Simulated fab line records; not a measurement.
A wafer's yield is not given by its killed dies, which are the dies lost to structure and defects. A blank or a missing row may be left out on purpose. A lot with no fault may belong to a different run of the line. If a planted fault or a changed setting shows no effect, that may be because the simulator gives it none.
The tool behind it: which one?    flow sky130    30 wafers sampled from 10 lots at 1 step of a route of 708

## WHAT EACH GAUGE READ, for each wafer
SKY_VIA2_THK_MEAS_23: measures by xrf.
lot   measured      on             VIA2_W_THK (nm)
L538  day 37 06:28  film metro-04  432 436 444
L540  day 37 14:17  film metro-04  441 439 442
L543  day 39 05:21  film metro-03  425 420 419
L546  day 40 11:21  film metro-04  436 443 429
L544  day 40 15:05  film metro-03  428 426 421
L547  day 41 09:35  film metro-03  421 434 425
L549  day 41 14:00  film metro-01  416 420 427
L550  day 41 16:47  film metro-04  440 437 436
L553  day 42 09:07  film metro-03  423 420 426
L559  day 43 06:57  film metro-03  428 430 432

## WHAT TOOL EACH LOT RAN ON (gives the tool, then ch and the chambers of the sampled wafers, and finally the start)
Record: no process step prior to these readings.

## WHAT THE TOOLS THEMSELVES READ (means of the sampled wafers that have a number; where no wafer has one, the mark that the record gives instead)
The record holds no such reading with a usual standard deviation.

## THE ANSWER, worked out from the rows above alone
Rule: what is usual is taken from the lots themselves. The widest of any qualifying gaps counts: lots, ordered by their means at a reading, are off when they make up no more than a third of the lots, leave a main group of 4 or more, and stand apart from it by 3 or more times the standard deviation of that group's means. A main group is skipped when, at the precision printed for the reading in the tables above, its means are all equal. A lot without any number at a reading at which 4 lots or more have one is off too. Where the step has rows for the other lots, those lots are counted as sound. The gauges are gone through in route order, then the tools' own readings, and for those a lot's mean is taken as printed above. At the first step where some lot is off, the reading lying furthest off is the one used; lots without a number count as furthest.
Across all readings shown, no lot is off: no conclusion can be drawn from this.

## WHAT THE SIMULATOR PUT IN
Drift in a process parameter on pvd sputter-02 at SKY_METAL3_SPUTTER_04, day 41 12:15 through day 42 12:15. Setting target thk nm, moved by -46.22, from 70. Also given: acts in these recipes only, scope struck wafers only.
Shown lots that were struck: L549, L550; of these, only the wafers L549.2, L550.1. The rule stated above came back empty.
